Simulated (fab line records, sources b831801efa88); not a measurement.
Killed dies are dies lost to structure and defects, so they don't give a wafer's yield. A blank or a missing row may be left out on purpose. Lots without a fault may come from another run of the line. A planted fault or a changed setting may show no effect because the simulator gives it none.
A struck lot beside a sound one | flow sky130 | 14 steps out of a route of 708
Sound: wafers L457.2, L457.3, L457.5. Struck: wafers L474.1, L474.2, L474.5. The cause comes at the end.
At each step with rows: each side's tool, then ch and its chambers, then its first start. Under that, the readings that differ: sound wafers | struck wafers | difference of the means | sigmas: that difference in standard deviations of wafers without a fault.
alike: readings whose means differ by less than 2 such deviations, and words and numbers that are the same on both sides. not compared: withheld readings, readings that some wafer has no value for, bounds like >300 that may hide the same value, and numbers for which the record gives no deviation and whose values overlap.
The two part at a step that has a row with sigmas, a row that says differs or no value, or rows on one side only. Numbers that don't overlap but have no deviation are shown without sigmas and don't part them. A reading that every wafer of one side lacks parts them only if that side has two wafers or more.

first, 3 steps without rows for these wafers: SKY_VT_ADJUST_HVTP_EXPOSE_04 (exposes mask HVTPM, target cd 380 nm); SKY_VT_ADJUST_HVTP_PEB_05; SKY_VT_ADJUST_HVTP_DEVELOP_06 (develop time 60 s).
SKY_VT_ADJUST_HVTP_CD_MEAS_07: target cd 380 nm.
  sound on cd_sem-02, day 7 06:23; struck on cd_sem-02, day 11 19:55
  alike: cd_nm
SKY_VT_ADJUST_HVTP_OVL_MEAS_08:
  sound on overlay-01, day 7 06:29; struck on overlay-01, day 11 20:02
  alike: VT_ADJUST_HVTP_OVL
then, 1 step without rows for these wafers: SKY_VT_ADJUST_HVTP_IMPLANT_09.
SKY_VT_ADJUST_HVTP_STRIP_10: strips in O2/N2.
  sound on plasma_asher-02 ch 1, day 7 06:40; struck on plasma_asher-04 ch 0,1, day 11 20:13
  reading                     | sound       | struck      | difference | sigmas
  drypump_motor_current_A (A) | 5.1 5.1 5.1 | 6.1 5.7 6.1 | +0.9       | +3
  alike: oes_product_au, strip_time_to_endpoint_s
  not compared: rf_hours_counter_h
SKY_VT_ADJUST_HVTP_TW_MEAS_11:
  sound on film_metro-03, day 7 06:46; struck on film_metro-03, day 11 20:19
  alike: VT_ADJUST_HVTP_TW
then, 4 steps without rows for these wafers: SKY_VT_ADJUST_LVTN_DEHYDRATE_00 (time 60 s); SKY_VT_ADJUST_LVTN_HMDS_01 (prime time 60 s); SKY_VT_ADJUST_LVTN_COAT_02 (resist thk 3000 nm); SKY_VT_ADJUST_LVTN_SOFTBAKE_03.
SKY_VT_ADJUST_LVTN_EXPOSE_04: exposes mask NWM COMPLEMENT LESS NATIVE, target cd 840 nm.
  sound on iline_stepper-02 ch 0, day 7 16:59; struck on iline_stepper-02, day 12 08:19
  no value came back on the struck wafers for exposure_dose_mJ_cm2, focus_offset_nm (nm), reticle_temp_C (C); on the sound wafers exposure_dose_mJ_cm2 reads 193.91 193.96 194.15
  alike: mask
then, 1 step without rows for these wafers: SKY_VT_ADJUST_LVTN_PEB_05.

WHERE THEY PART
First at SKY_VT_ADJUST_HVTP_STRIP_10; last, within this record, at SKY_VT_ADJUST_LVTN_EXPOSE_04.

WHY: what the simulator had put in
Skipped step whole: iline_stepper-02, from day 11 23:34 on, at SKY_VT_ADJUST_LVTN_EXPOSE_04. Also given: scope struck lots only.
